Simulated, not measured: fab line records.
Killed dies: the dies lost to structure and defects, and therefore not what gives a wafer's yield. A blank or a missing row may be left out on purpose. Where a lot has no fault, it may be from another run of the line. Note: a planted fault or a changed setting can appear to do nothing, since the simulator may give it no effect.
fab line records -- flow sky130
record lots=14, wafers=42, last-day=50
route steps=708 shown CONTACT@433 VIA1@469 METAL2@487
lots that met no fault: taken from a fault-free run of the same line
start-h: hours from the record's opening day to when the first of the lot's shown wafers began -- wait-h: hours from the lot's prior step to this one -- " the same as in the row above -- L1.1+2: a single row standing in for several wafers -- - either no value or no given start -- * or withheld: withheld -- < > ~ a bound
route shown NAME@n: names a module that has steps shown in the file, with the first one's number in the route -- usual: the fault-free wafers' mean and standard deviation -- same: alike in all rows -- chamber/n: place in a boat -- sites: per-site readings -- _std_site: their standard deviation -- _edge_site: the outer-site mean with the inner-site mean subtracted -- radius-mm: how far each site lies from the wafer's centre -- mask NAME#n: copy n -- behind: the tool/chamber that last shaped the wafer -- hold: why the lot went on hold/how many hours it stayed there/how the hold came to an end -- device: which transistor (n, p or np) failed to switch -- end of line: the same wafers' tests at the end of the route -- a step given without rows: its recipe and nothing more -- killed: at the first sort, the dies lost to defects and structure; wafer yield is something else -- map: shows each die of a wafer: x if killed, . if not, _ if none is there
set.NAME: the setting that was run; set.NAME@STEP: the one run at that earlier step -- model.NAME: the simulator's own value behind a step, which no gauge read
the route's steps for a sample of lots (tables are steps, rows are wafers)
services: when a tool's chamber went out of use (start-h, in hours from the record's first day, below 0 if earlier), for how many hours, and the reason
## steps
# step SKY_CONTACT_CMP_27
# recipe stop-on=SiO2, t-overpolish-s=15, down-force-psi=3.5, platen-rpm=60, target-thk-nm=0, pad-velocity-m-s=0.94248
# usual head-pressure-psi=3.500/0.007, motor-current-A=11.6/1.1, overpolish-run-s=14.998/0.0094, slurry-filter-dp-kPa=13.51/0.13, time-to-endpoint-s=79.7/2.6
lot.wafer,tool,chamber,start-h,wait-h,head-pressure-psi,motor-current-A,overpolish-run-s,slurry-filter-dp-kPa,time-to-endpoint-s
L743.2,cmp-02,1,742.87,0.0,3.499,10.3,15.001,13.55,77.0
L743.3,cmp-02,2,742.87,0.0,3.504,11.0,14.996,13.55,74.4
L743.4,cmp-02,0,742.87,0.0,3.511,12.6,15.009,13.40,76.5
L744.1,cmp-01,2,745.20,0.4,3.506,12.1,14.996,13.47,83.2
L744.5,cmp-01,0,745.20,0.4,3.486,13.2,15.003,13.60,77.3
L744.6,cmp-01,1,745.20,0.4,3.497,11.5,15.002,13.55,76.9
L746.4,cmp-02,1,762.94,0.1,3.503,10.3,15.017,13.51,80.7
L746.2,cmp-02,3,762.94,0.1,3.493,11.4,14.996,13.55,78.7
L746.5,cmp-02,0,762.94,0.1,3.499,12.4,14.980,13.47,82.0
L747.1,cmp-02,2,769.34,0.1,3.503,10.7,14.992,13.54,79.9
L747.3,cmp-02,3,769.34,0.1,3.512,11.7,14.983,13.33,79.6
L747.4,cmp-02,1,769.34,0.1,3.508,10.5,14.993,13.46,81.3
L749.3,cmp-02,0,796.02,0.0,3.508,11.8,15.000,13.56,77.5
L749.6,cmp-02,0,796.02,0.0,3.502,12.8,15.001,13.60,81.0
L749.5,cmp-02,1,796.02,0.0,3.485,10.5,14.995,13.44,79.2
L751.3,cmp-01,3,797.50,0.1,3.510,10.0,15.008,13.74,79.7
L751.6,cmp-01,2,797.50,0.1,3.500,11.1,14.995,13.34,82.6
L751.5,cmp-01,3,797.50,0.1,3.501,10.3,15.005,13.74,81.3
L754.4,cmp-01,3,819.70,0.2,3.491,11.1,14.996,13.41,79.8
L754.2,cmp-01,0,819.70,0.2,3.499,13.4,15.005,13.51,82.7
L754.3,cmp-01,1,819.70,0.2,3.503,11.8,14.981,13.36,82.0
L753.2,cmp-01,3,820.97,0.0,3.493,11.0,14.989,13.47,80.4
L753.1,cmp-01,1,820.97,0.0,3.495,11.7,15.008,13.45,79.6
L753.6,cmp-01,3,820.97,0.0,3.500,10.7,14.990,13.25,80.4
L761.1,cmp-01,3,874.61,0.1,3.496,10.3,15.003,13.34,78.2
L761.3,cmp-01,1,874.61,0.1,3.504,11.6,14.985,13.61,78.6
L761.5,cmp-01,3,874.61,0.1,3.499,10.1,15.007,13.55,79.4
L762.1,cmp-02,3,892.58,0.1,3.506,11.9,14.999,13.33,78.5
L762.6,cmp-02,2,892.58,0.1,3.501,10.8,15.001,13.59,73.3
L762.5,cmp-02,3,892.58,0.1,3.498,11.2,15.011,13.48,77.2
L763.2,cmp-02,0,892.95,0.1,3.503,12.5,14.992,13.51,77.6
L763.6,cmp-02,2,892.95,0.1,3.502,10.5,14.998,13.45,73.4
L763.5,cmp-02,3,892.95,0.1,3.492,12.6,14.991,13.47,80.3
L764.4,cmp-02,0,896.29,0.0,3.493,13.2,14.999,13.43,79.5
L764.3,cmp-02,1,896.29,0.0,3.503,10.6,15.012,13.57,79.9
L764.2,cmp-02,2,896.29,0.0,3.500,11.1,15.008,13.71,78.7
L765.3,cmp-01,3,900.32,0.0,3.498,10.3,14.995,13.43,74.4
L765.4,cmp-01,0,900.32,0.0,3.501,13.3,15.000,13.48,77.6
L765.5,cmp-01,3,900.32,0.0,3.516,10.5,14.986,13.43,76.0
L766.3,cmp-01,3,918.79,0.1,3.498,10.8,14.994,13.61,79.7
L766.1,cmp-01,1,918.79,0.1,3.511,11.3,15.000,13.43,83.4
L766.5,cmp-01,2,918.79,0.1,3.514,10.6,15.004,13.59,84.7
# step SKY_VIA1_DEVELOP_11
# recipe develop-time-s=60, resist=KrF-thick, dev-temp-c=21
# usual chill-plate-temp-C=23.01/0.11, develop-time-s=60/0
lot.wafer,tool,chamber,start-h,wait-h,chill-plate-temp-C,develop-time-s
L743.2,litho-track-02,0,798,-,22.87,60
L743.3,litho-track-02,0,798,-,23.03,60
L743.4,litho-track-02,0,798,-,22.86,60
L744.1,litho-track-02,0,801,-,22.95,60
L744.5,litho-track-02,0,801,-,23.08,60
L744.6,litho-track-02,0,801,-,22.96,60
L746.2,litho-track-02,0,818,-,22.95,60
L746.4,litho-track-02,0,818,-,23.05,60
L746.5,litho-track-02,0,818,-,22.97,60
L747.1,litho-track-04,0,824,-,22.95,60
L747.3,litho-track-04,0,824,-,22.96,60
L747.4,litho-track-04,0,824,-,23.03,60
L749.3,litho-track-01,0,849,-,22.90,60
L749.5,litho-track-01,0,849,-,22.98,60
L749.6,litho-track-01,0,849,-,22.99,60
L751.3,litho-track-02,0,852,-,22.91,60
L751.5,litho-track-02,0,852,-,22.93,60
L751.6,litho-track-02,0,852,-,23.25,60
L754.2,litho-track-02,-,874,-,-,-
L754.3,litho-track-02,-,874,-,-,-
L754.4,litho-track-02,-,874,-,-,-
L753.1,litho-track-04,-,875,-,-,-
L753.2,litho-track-04,-,875,-,-,-
L753.6,litho-track-04,-,875,-,-,-
L761.1,litho-track-02,0,927,-,23.05,60
L761.3,litho-track-02,0,927,-,22.90,60
L761.5,litho-track-02,0,927,-,22.98,60
L762.1,litho-track-01,0,944,-,23.09,60
L762.5,litho-track-01,0,944,-,23.01,60
L762.6,litho-track-01,0,944,-,23.10,60
L763.2,litho-track-04,0,945,-,23.16,60
L763.5,litho-track-04,0,945,-,22.93,60
L763.6,litho-track-04,0,945,-,22.93,60
L764.2,litho-track-02,0,948,-,23.06,60
L764.3,litho-track-02,0,948,-,23.09,60
L764.4,litho-track-02,0,948,-,22.98,60
L765.3,litho-track-02,0,952,-,23.14,60
L765.4,litho-track-02,0,952,-,23.25,60
L765.5,litho-track-02,0,952,-,22.93,60
L766.1,litho-track-01,0,969,-,22.97,60
L766.3,litho-track-01,0,969,-,23.14,60
L766.5,litho-track-01,0,969,-,23.08,60
# step SKY_VIA1_OVL_MEAS_13
# usual VIA1_OVL=2/5.3
lot.wafer,tool,chamber,start-h,wait-h,VIA1_OVL[nm]
L743.2,overlay-01,-,798.66,0.1,-2
L743.3,overlay-01,-,798.66,0.1,2
L743.4,overlay-01,-,798.66,0.1,4
L744.1,overlay-01,-,801.40,0.1,5
L744.5,overlay-01,-,801.40,0.1,4
L744.6,overlay-01,-,801.40,0.1,-4
L746.2,overlay-02,-,818.26,0.1,-6
L746.4,overlay-02,-,818.26,0.1,0
L746.5,overlay-02,-,818.26,0.1,4
L747.1,overlay-02,-,824.69,0.1,-1
L747.3,overlay-02,-,824.69,0.1,-3
L747.4,overlay-02,-,824.69,0.1,2
L749.3,overlay-01,-,849.56,0.1,-2
L749.5,overlay-01,-,849.56,0.1,4
L749.6,overlay-01,-,849.56,0.1,9
L751.3,overlay-01,-,852.46,0.1,4
L751.5,overlay-01,-,852.46,0.1,4
L751.6,overlay-01,-,852.46,0.1,7
L754.2,overlay-02,-,874.66,0.1,-
L754.3,overlay-02,-,874.66,0.1,-
L754.4,overlay-02,-,874.66,0.1,-
L753.1,overlay-01,-,876.14,0.1,-
L753.2,overlay-01,-,876.14,0.1,-
L753.6,overlay-01,-,876.14,0.1,-
L761.1,overlay-01,-,927.75,0.1,9
L761.3,overlay-01,-,927.75,0.1,11
L761.5,overlay-01,-,927.75,0.1,3
L762.1,overlay-01,-,945.00,0.1,-2
L762.5,overlay-01,-,945.00,0.1,7
L762.6,overlay-01,-,945.00,0.1,8
L763.2,overlay-01,-,945.64,0.1,6
L763.5,overlay-01,-,945.64,0.1,12
L763.6,overlay-01,-,945.64,0.1,6
L764.2,overlay-01,-,948.36,0.1,11
L764.3,overlay-01,-,948.36,0.1,3
L764.4,overlay-01,-,948.36,0.1,5
L765.3,overlay-02,-,952.31,0.1,4
L765.4,overlay-02,-,952.31,0.1,1
L765.5,overlay-02,-,952.31,0.1,5
L766.1,overlay-02,-,970.10,0.1,5
L766.3,overlay-02,-,970.10,0.1,12
L766.5,overlay-02,-,970.10,0.1,-2
# step SKY_METAL2_SPUTTER_04
# recipe material=TiN, target-thk-nm=70, power-w=6500, time-s=58.3, chamber-pressure-pa=0.4
# usual throttle-valve-pct=30.2/1.4
lot.wafer,tool,chamber,start-h,wait-h,throttle-valve-pct
L743.2,pvd-sputter-03,-,800.32,0.0,30.2
L743.3,pvd-sputter-03,-,800.32,0.0,29.2
L743.4,pvd-sputter-03,-,800.32,0.0,28.9
L744.1,pvd-sputter-01,-,802.84,0.0,32.4
L744.5,pvd-sputter-01,-,802.84,0.0,32.2
L744.6,pvd-sputter-01,-,802.84,0.0,31.8
L746.2,pvd-sputter-01,-,819.74,0.0,31.9
L746.4,pvd-sputter-01,-,819.74,0.0,32.2
L746.5,pvd-sputter-01,-,819.74,0.0,32.4
L747.1,pvd-sputter-03,-,826.18,0.0,29.8
L747.3,pvd-sputter-03,-,826.18,0.0,29.2
L747.4,pvd-sputter-03,-,826.18,0.0,30.1
L749.3,pvd-sputter-03,-,850.99,0.0,30.3
L749.5,pvd-sputter-03,-,850.99,0.0,30.2
L749.6,pvd-sputter-03,-,850.99,0.0,28.7
L751.3,pvd-sputter-02,-,853.89,0.0,28.4
L751.5,pvd-sputter-02,-,853.89,0.0,30.5
L751.6,pvd-sputter-02,-,853.89,0.0,29.3
L761.1,pvd-sputter-01,-,929.22,0.0,32.3
L761.3,pvd-sputter-01,-,929.22,0.0,29.8
L761.5,pvd-sputter-01,-,929.22,0.0,30.1
L762.1,pvd-sputter-02,-,946.44,0.0,30.4
L762.5,pvd-sputter-02,-,946.44,0.0,28.6
L762.6,pvd-sputter-02,-,946.44,0.0,28.5
L763.2,pvd-sputter-01,-,947.08,0.0,32.3
L763.5,pvd-sputter-01,-,947.08,0.0,32.2
L763.6,pvd-sputter-01,-,947.08,0.0,32.1
L764.2,pvd-sputter-01,-,949.79,0.0,32.0
L764.3,pvd-sputter-01,-,949.79,0.0,32.3
L764.4,pvd-sputter-01,-,949.79,0.0,29.9
L765.3,pvd-sputter-03,-,953.74,0.0,28.5
L765.4,pvd-sputter-03,-,953.74,0.0,28.7
L765.5,pvd-sputter-03,-,953.74,0.0,29.0
L766.1,pvd-sputter-01,-,971.54,0.0,31.8
L766.3,pvd-sputter-01,-,971.54,0.0,31.8
L766.5,pvd-sputter-01,-,971.54,0.0,30.1
## services
tool,chamber,start-h,hours,kind
pvd-sputter-02,-,720.30,2.0,repair
cmp-02,-,725.05,5.5,repair
pvd-sputter-03,-,727.97,2.6,repair
cmp-02,-,744.00,4.0,pm
cmp-01,-,747.36,2.3,repair
cmp-02,-,748.00,-,consumable-replace:conditioner
cmp-02,-,748.00,-,consumable-replace:pad
cmp-02,-,767.86,0.8,repair
cmp-02,-,811.29,5.5,pm
pvd-sputter-03,-,860.00,0.5,repair
pvd-sputter-01,-,874.15,2.3,repair
cmp-01,-,879.76,11.5,repair
cmp-01,-,904.95,2.4,repair
cmp-01,-,912.00,4.0,pm
cmp-01,-,916.00,-,consumable-replace:conditioner
cmp-01,-,916.00,-,consumable-replace:pad
cmp-01,-,932.72,3.7,repair
cmp-02,-,941.84,3.0,repair
cmp-02,-,950.30,9.6,repair
## key
first-sign step=SKY_VIA1_DEVELOP_11, reading=tool-record, direction=missing
effect none on later readings
met-at SKY_VIA1_DEVELOP_11
struck-lots L753,L754
later-rows-left-out L753.1,L753.2,L753.6,L754.2,L754.3,L754.4
sort-left-out L753.1,L753.2,L753.6,L754.2,L754.3,L754.4
not-acting-at SKY_CONTACT_CMP_27,SKY_VIA1_OVL_MEAS_13,SKY_METAL2_SPUTTER_04
onset-between 852 874
fault kind=skipped-step-whole, tool=litho-track-02,litho-track-04, chamber=-, onset-h=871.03, steps=SKY_VIA1_DEVELOP_11, scope=struck-lots-only
# sort-left-out: the simulated sort isn't trusted on such a fault, so these wafers' sort isn't shown, and their yield isn't known
# later-rows-left-out: the simulator's readings of these wafers behind a module that went badly wrong aren't trusted and aren't shown, but for the sort
